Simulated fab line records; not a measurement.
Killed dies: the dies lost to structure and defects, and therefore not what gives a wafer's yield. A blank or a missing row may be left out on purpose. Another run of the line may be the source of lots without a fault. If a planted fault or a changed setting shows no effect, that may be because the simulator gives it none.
Struck lot and sound lot, side by side	flow sky130	17 steps out of a route of 708
Sound: these wafers, L297.1, L297.5, L297.6. Struck: wafer L289.3 (left out: L289.2, L289.6 of the same lot, which were not struck); the cause appears at the end.
At each step with rows: each side's tool, then ch and its chambers, then its first start. Under that, the readings that differ: sound wafers	struck wafers	difference of the means	sigmas: that difference in standard deviations of wafers without a fault.
alike: a reading whose means differ by less than 2 such deviations, as well as words and numbers matching on both sides. not compared: withheld readings; readings where some wafer has no value; bounds like >300 that might hide an equal value; numbers whose values overlap and for which the record gives no deviation.
A row with sigmas, a row that says differs or no value, or rows on one side alone: a step with any of these is where the two part. When numbers do not overlap yet have no deviation, they are printed without sigmas and do not part them. A reading missing from all wafers of one side parts the sides only when that side holds two or more wafers.

first, 2 steps without rows for these wafers: SKY_CONTACT_PEB_12; SKY_CONTACT_DEVELOP_13 (develop time 60 s).
SKY_CONTACT_CD_MEAS_14: the cd target is 170 nm.
  struck on cd-sem-02, day 36 06:28; sound on cd-sem-01, day 38 15:08
reading	sound	struck	difference	sigmas
cd-nm (nm)	173.4 170.6 170.5	167.5	-4.0	-2
SKY_CONTACT_OVL_MEAS_15:
  struck on overlay-02, day 36 06:34; sound on overlay-02, day 38 15:16
reading	sound	struck	difference	sigmas
CONTACT_OVL (nm)	0 -1 9	-7	-10	-2
SKY_CONTACT_ETCH_16: etches BARC in N2/H2, stops on SiO2, time 45.9 s, target depth 60 nm.
  sound on rie-diel-04 ch 0,1, day 38 15:17; struck on rie-diel-04 ch 1, day 36 06:35
  alike: drypump-motor-current-A, oes-product-au, throttle-valve-pct
  not compared: rf-hours-counter-h
SKY_CONTACT_ETCH_17: etches SiO2 in C4F8/O2/Ar, stops on Si3N4, target depth 340 nm.
  sound on rie-diel-04 ch 0,1, day 38 15:20; struck on rie-diel-04 ch 1, day 36 06:38
  alike: oes-product-au
then, 1 step without rows for these wafers: SKY_CONTACT_ETCH_18 (etches Si3N4 in CHF3/O2, stops on TiN, time 39 s, target depth 75 nm).
SKY_CONTACT_STRIP_19: strips in O2/N2.
  sound on plasma-asher-01 ch 0,1, day 38 15:26; struck on plasma-asher-01 ch 1, day 36 06:44
  alike: drypump-motor-current-A, o2-flow-sccm, oes-product-au, strip-time-to-endpoint-s
  not compared: rf-hours-counter-h
then, 3 steps without rows for these wafers: SKY_CONTACT_STRIP_20 (strips in post etch residue remover, time 1200 s); SKY_CONTACT_CLEAN_21 (cleans in IPA, time 180 s); SKY_CONTACT_CLEAN_22 (cleans in O3/DIW).
SKY_CONTACT_SPUTTER_23: material TiN, target thk 20 nm, time 80 s.
  struck on pvd-sputter-03, day 36 07:19; sound on pvd-sputter-02, day 38 16:04
  alike: throttle-valve-pct
SKY_CONTACT_CVD_24: deposits W, target thk 340 nm, time 102.12 s.
  sound on cvd-w-02 ch 0,1, day 38 16:07; struck on cvd-w-01 ch 0, day 36 07:23
reading	sound	struck	difference	sigmas
model.W_of_CONTACT_CVD_24.thk-nm (nm)	333.9 331.6 336.4	452.4	+118.4	
  alike: heater-power-w
SKY_CONTACT_RS_MEAS_25: uses a four-point probe to measure.
  struck on film-metro-02, day 36 07:31; sound on film-metro-04, day 38 16:14
reading	sound	struck	difference	sigmas
CONTACT_W_RS (ohm/sq)	0.344 0.346 0.341	0.253	-0.091	-21
SKY_CONTACT_THK_MEAS_26: measures by xrf.
  struck on film-metro-02, day 36 07:37; sound on film-metro-04, day 38 16:21
reading	sound	struck	difference	sigmas
CONTACT_W_THK (nm)	318 314 318	427	+110	+18
SKY_CONTACT_CMP_27: polishes, stops on SiO2, t overpolish 15 s, target thk 0 nm.
  sound on cmp-01 ch 0,1,2, day 38 16:31; struck on cmp-01 ch 2, day 36 07:43
reading	sound	struck	difference	sigmas
time-to-endpoint-s (s)	77 76 84	110	+31	+9
  alike: edge-zone-pressure-frac, motor-current-A
SKY_METAL1_SPUTTER_00: material Ti, target thk 15 nm, time 10 s.
  struck on pvd-sputter-01, day 36 07:58; sound on pvd-sputter-03, day 38 16:43
  alike: throttle-valve-pct

WHERE THEY PART
At SKY_CONTACT_CD_MEAS_14 first; at SKY_CONTACT_CMP_27 last (within this record only). Later steps at which nothing parts them and some readings are alike: SKY_METAL1_SPUTTER_00.

WHY: whatever the simulator had introduced
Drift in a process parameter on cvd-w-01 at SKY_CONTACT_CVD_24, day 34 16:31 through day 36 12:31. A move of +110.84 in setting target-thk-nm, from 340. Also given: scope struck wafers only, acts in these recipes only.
